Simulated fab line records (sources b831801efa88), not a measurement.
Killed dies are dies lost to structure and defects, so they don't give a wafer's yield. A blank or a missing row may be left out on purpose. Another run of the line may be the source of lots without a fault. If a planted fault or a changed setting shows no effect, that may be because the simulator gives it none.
Chamber matching / flow gf180mcu / 4 sister chambers for GF_V3_CMP_04 on cmp-02
The step polishes SiO2. 4 wafers are shown with their chamber, then 6 later ones without.

== WAFERS PAIRED WITH THEIR CHAMBERS ==
wafer=L265.5; chamber=0; motorCurrentA (A)=12.0
wafer=L278.3; chamber=3; motorCurrentA (A)=10.2
wafer=L278.4; chamber=2; motorCurrentA (A)=12.9
wafer=L278.5; chamber=1; motorCurrentA (A)=11.9

== WAFERS WHOSE CHAMBER IS MISSING ==
wafer=L280.1; motorCurrentA (A)=11.6
wafer=L280.3; motorCurrentA (A)=12.0
wafer=L280.5; motorCurrentA (A)=11.3
wafer=L282.3; motorCurrentA (A)=11.7
wafer=L282.4; motorCurrentA (A)=11.0
wafer=L282.6; motorCurrentA (A)=12.0

== THE CHAMBER EACH PASSED THROUGH ==
wafer=L280.1; from the rows above=can't be placed: 1 or 0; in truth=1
wafer=L280.3; from the rows above=can't be placed: 0 or 1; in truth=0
wafer=L280.5; from the rows above=can't be placed: 1 or 0 or 3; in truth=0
wafer=L282.3; from the rows above=can't be placed: 1 or 0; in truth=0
wafer=L282.4; from the rows above=can't be placed: 3 or 1 or 0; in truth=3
wafer=L282.6; from the rows above=can't be placed: 0 or 1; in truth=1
Correctly placed: 0 of 6. Unplaceable from these rows: 6, with the true chamber sitting among the candidates in 6. Placed wrongly: 0.
How it was worked out, from the rows above alone: a wafer's distance from a chamber is the root of the sum, over the readings, of the square of ((its reading less the chamber's mean) divided by the reading's scatter). The wafer belongs to the nearest chamber; if the next one is less than 2 further off, it can't be placed. A chamber's mean is the mean of its shown wafers. The scatter: with one shown wafer a chamber, the root of the mean of the squares of how far each hidden wafer lies from its nearest shown one.
